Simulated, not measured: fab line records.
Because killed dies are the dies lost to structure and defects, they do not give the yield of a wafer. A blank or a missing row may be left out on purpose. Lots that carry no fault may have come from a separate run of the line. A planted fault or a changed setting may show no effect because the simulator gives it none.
A struck lot beside a sound one | flow sky130 | 26 steps out of a route of 708
Sound: wafers L922.1, L922.2, L922.4. The struck wafers were L926.1, L926.4, L926.6. At the end, the cause is stated.
For every step that has rows: the tool of each side, followed by ch and its chambers, followed by its first start. Under that, the readings that differ: sound wafers | struck wafers | difference of the means | sigmas: that difference in standard deviations of wafers without a fault.
alike: readings whose means differ by less than 2 such deviations, and words and numbers that are the same on both sides. not compared: withheld readings, readings that some wafer has no value for, bounds like >300 that may hide the same value, and numbers for which the record gives no deviation and whose values overlap.
Wherever a step has rows on one side only, a row that says differs or no value, or a row with sigmas, the two part there. When numbers do not overlap yet have no deviation, they are printed without sigmas and do not part them. Lack of a reading on every wafer of one side parts them only where that side has two or more wafers.

first, 1 step without rows for these wafers: SKY_VT_ADJUST_HVTP_IMPLANT_09.
SKY_VT_ADJUST_HVTP_STRIP_10: strips in O2/N2.
  sound on plasma-asher-01 ch 0,1, day 6 18:03; struck on plasma-asher-02 ch 0,1, day 7 18:00
  alike: drypump-motor-current-A, o2-flow-sccm, oes-product-au, strip-time-to-endpoint-s
  not compared: rf-hours-counter-h
SKY_VT_ADJUST_HVTP_TW_MEAS_11:
  sound: film-metro-04 at day 6 18:09; struck: film-metro-04 at day 7 18:06
  alike: VT_ADJUST_HVTP_TW
then, 7 steps without rows for these wafers: SKY_VT_ADJUST_LVTN_DEHYDRATE_00 (time 60 s); SKY_VT_ADJUST_LVTN_HMDS_01 (prime time 60 s); SKY_VT_ADJUST_LVTN_COAT_02 (resist thk 3000 nm); SKY_VT_ADJUST_LVTN_SOFTBAKE_03; SKY_VT_ADJUST_LVTN_EXPOSE_04 (exposes mask NWM COMPLEMENT LESS NATIVE, target cd 840 nm); SKY_VT_ADJUST_LVTN_PEB_05; SKY_VT_ADJUST_LVTN_DEVELOP_06 (develop time 60 s).
SKY_VT_ADJUST_LVTN_OVL_MEAS_07:
  sound: overlay-01 at day 7 13:35; struck: overlay-01 at day 8 14:44
  alike: VT_ADJUST_LVTN_OVL
following that, these wafers have no rows for 1 step: SKY_VT_ADJUST_LVTN_IMPLANT_08.
SKY_VT_ADJUST_LVTN_STRIP_09: strips in O2/N2.
  sound on plasma-asher-04 ch 0,1, day 7 13:47; struck on plasma-asher-03 ch 0, day 8 14:56
  reading                                          | sound             | struck            | difference                    | sigmas
  o2-flow-sccm (sccm)                              | 2995 3022 3009    | 2994 2988 2986    | -19                           | -2
  oes-product-au (a.u.)                            | 0.723 0.714 0.728 | 0.940 0.941 0.930 | +0.215                        | +46
  strip-time-to-endpoint-s (s)                     | 36.99 36.87 36.85 | - - -             | no value on the struck wafers |
  model.coat_of_VT_ADJUST_LVTN_COAT_02.thk-nm (nm) | 0 0 0             | 1375 1372 1368    | +1372                         |
  alike: drypump-motor-current-A
  not compared: rf-hours-counter-h
SKY_VT_ADJUST_LVTN_TW_MEAS_10:
  sound: film-metro-03 at day 7 13:53; struck: film-metro-01 at day 8 15:02
  alike: VT_ADJUST_LVTN_TW
then, 7 steps without rows for these wafers: SKY_VT_ADJUST_LVTN_DEHYDRATE_11 (time 60 s); SKY_VT_ADJUST_LVTN_HMDS_12 (prime time 60 s); SKY_VT_ADJUST_LVTN_COAT_13 (resist thk 1140 nm); SKY_VT_ADJUST_LVTN_SOFTBAKE_14 (time 60 s); SKY_VT_ADJUST_LVTN_EXPOSE_15 (exposes mask HVN STD DERIVED, target cd 600 nm); SKY_VT_ADJUST_LVTN_PEB_16; SKY_VT_ADJUST_LVTN_DEVELOP_17 (develop time 60 s).
SKY_VT_ADJUST_LVTN_OVL_MEAS_18:
  sound: overlay-02 at day 8 09:30; struck: overlay-01 at day 9 12:59
  alike: VT_ADJUST_LVTN_01_OVL
following that, these wafers have no rows for 1 step: SKY_VT_ADJUST_LVTN_IMPLANT_19.
SKY_VT_ADJUST_LVTN_STRIP_20: strips in O2/N2.
  sound on plasma-asher-03 ch 0,1, day 8 09:41; struck on plasma-asher-01 ch 0,1, day 9 13:10
  reading                      | sound             | struck            | difference | sigmas
  oes-product-au (a.u.)        | 0.709 0.713 0.717 | 0.729 0.722 0.723 | +0.012     | +2
  strip-time-to-endpoint-s (s) | 14.12 14.10 14.11 | 34.81 34.80 34.73 | +20.67     | +99 or more
  alike: drypump-motor-current-A, o2-flow-sccm
  not compared: rf-hours-counter-h
SKY_VT_ADJUST_LVTN_TW_MEAS_21:
  sound: film-metro-01 at day 8 09:47; struck: film-metro-04 at day 9 13:29
  reading             | sound             | struck         | difference | sigmas
  VT_ADJUST_LVTN_2_TW | 192.8 193.2 193.5 | 29.7 29.7 29.7 | -163.5     | -54
  not compared: hold
following that, these wafers have no rows for 1 step: SKY_PAD_OPEN_PROBE_99.

## WHERE THEY PART
First at SKY_VT_ADJUST_LVTN_STRIP_09; last, within this record, at SKY_VT_ADJUST_LVTN_TW_MEAS_21.

WHY: what the simulator had put in
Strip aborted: plasma-asher-03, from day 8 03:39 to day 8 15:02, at SKY_VT_ADJUST_LVTN_STRIP_09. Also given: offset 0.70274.
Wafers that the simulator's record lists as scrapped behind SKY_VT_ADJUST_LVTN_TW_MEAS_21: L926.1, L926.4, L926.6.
